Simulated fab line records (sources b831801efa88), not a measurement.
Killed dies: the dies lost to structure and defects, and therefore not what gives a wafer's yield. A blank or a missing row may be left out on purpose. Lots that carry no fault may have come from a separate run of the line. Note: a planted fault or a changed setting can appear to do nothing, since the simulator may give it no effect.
Comparing a struck lot with a sound one	flow sky130	15 steps out of a route of 708
Sound: wafers L924.2, L924.3, L924.5. Struck: wafer L927.3. (L927.4, L927.5 of the same lot were not struck and are left out.) The cause comes at the end.
Per side, at each step with rows, come the tool, then ch with its chambers, and then its first start. Under that, the readings that differ: sound wafers	struck wafers	difference of the means	sigmas: that difference in standard deviations of wafers without a fault.
alike: readings whose means differ by less than 2 such deviations, and words and numbers that are the same on both sides. not compared: withheld readings, readings that some wafer has no value for, bounds like >300 that may hide the same value, and numbers for which the record gives no deviation and whose values overlap.
The two part at a step that has a row with sigmas, a row that says differs or no value, or rows on one side only. Non-overlapping numbers with no deviation appear without sigmas and do not part them. Lack of a reading on every wafer of one side parts them only where that side has two or more wafers.

SKY_VIA1_OVL_MEAS_13:
  sound on overlay-02 at day 35 17:17; struck on overlay-01 at day 36 01:56
  alike: VIA1_OVL
SKY_VIA1_ETCH_14: etches BARC in N2/H2, stops on SiO2, time 45.9 s, target depth 60 nm.
  sound on rie-diel-02 ch 0,1,2, day 35 17:19; struck on rie-diel-03 ch 1, day 36 01:58
  alike: drypump-motor-current-A, oes-product-au, throttle-valve-pct
  not compared: rf-hours-counter-h
then, 1 step without rows for these wafers: SKY_VIA1_ETCH_15 (etches SiO2 in C4F8/O2/Ar, stops on TiN, target depth 351 nm, time 54 s).
SKY_VIA1_STRIP_16: strips in O2/N2.
  sound on plasma-asher-04 ch 0,1, day 35 17:24; struck on plasma-asher-02 ch 1, day 36 02:05
reading	sound	struck	difference	sigmas
strip-time-to-endpoint-s (s)	4.474 4.486 4.432	4.395	-0.069	-3
  alike: drypump-motor-current-A, oes-product-au
  not compared: rf-hours-counter-h
then, 3 steps without rows for these wafers: SKY_VIA1_STRIP_17 (strips in post etch residue remover, time 1200 s); SKY_VIA1_CLEAN_18 (cleans in IPA, time 180 s); SKY_VIA1_CLEAN_19 (cleans in O3/DIW).
SKY_VIA1_SPUTTER_20: material TiN, target thk 20 nm, time 80 s.
  sound on pvd-sputter-01 at day 35 18:00; struck on pvd-sputter-04 at day 36 02:38
  alike: throttle-valve-pct
SKY_VIA1_CVD_21: deposits W, target thk 270 nm, time 80.902 s.
  sound on cvd-w-02 ch 0,1, day 35 18:04; struck on cvd-w-01 ch 0, day 36 02:44
  alike: heater-power-w
SKY_VIA1_RS_MEAS_22: the measuring method here is four-point-probe.
  sound on film-metro-01 at day 35 18:10; struck on film-metro-01 at day 36 02:50
  alike: VIA1_W_RS
SKY_VIA1_THK_MEAS_23: measures by xrf.
  sound on film-metro-01 at day 35 18:17; struck on film-metro-01 at day 36 02:56
  alike: VIA1_W_THK
then, 1 step without rows for these wafers: SKY_VIA1_CMP_24 (polishes, stops on SiO2, t overpolish 15 s, target thk 0 nm).
SKY_METAL2_SPUTTER_00: material Ti, target thk 15 nm, time 10 s.
  sound on pvd-sputter-02 at day 35 18:38; struck on pvd-sputter-03 at day 36 03:17
reading	sound	struck	difference	sigmas
model.Ti_of_METAL2_SPUTTER_00.thk-nm (nm)	14.56 14.66 14.63	23.29	+8.67	
  alike: throttle-valve-pct
SKY_METAL2_SPUTTER_01: material TiN, target thk 20 nm, time 16.7 s.
  sound on pvd-sputter-02 at day 35 18:40; struck on pvd-sputter-03 at day 36 03:18
  alike: throttle-valve-pct
then, 1 step without rows for these wafers: SKY_PAD_OPEN_PROBE_99.

WHERE THEY PART
Only at SKY_VIA1_STRIP_16, as far as this record shows. Later steps at which nothing parts them and some readings are alike: SKY_VIA1_SPUTTER_20, SKY_VIA1_CVD_21, SKY_VIA1_RS_MEAS_22, SKY_VIA1_THK_MEAS_23, SKY_METAL2_SPUTTER_00, SKY_METAL2_SPUTTER_01.

WHY: what the simulator had put in
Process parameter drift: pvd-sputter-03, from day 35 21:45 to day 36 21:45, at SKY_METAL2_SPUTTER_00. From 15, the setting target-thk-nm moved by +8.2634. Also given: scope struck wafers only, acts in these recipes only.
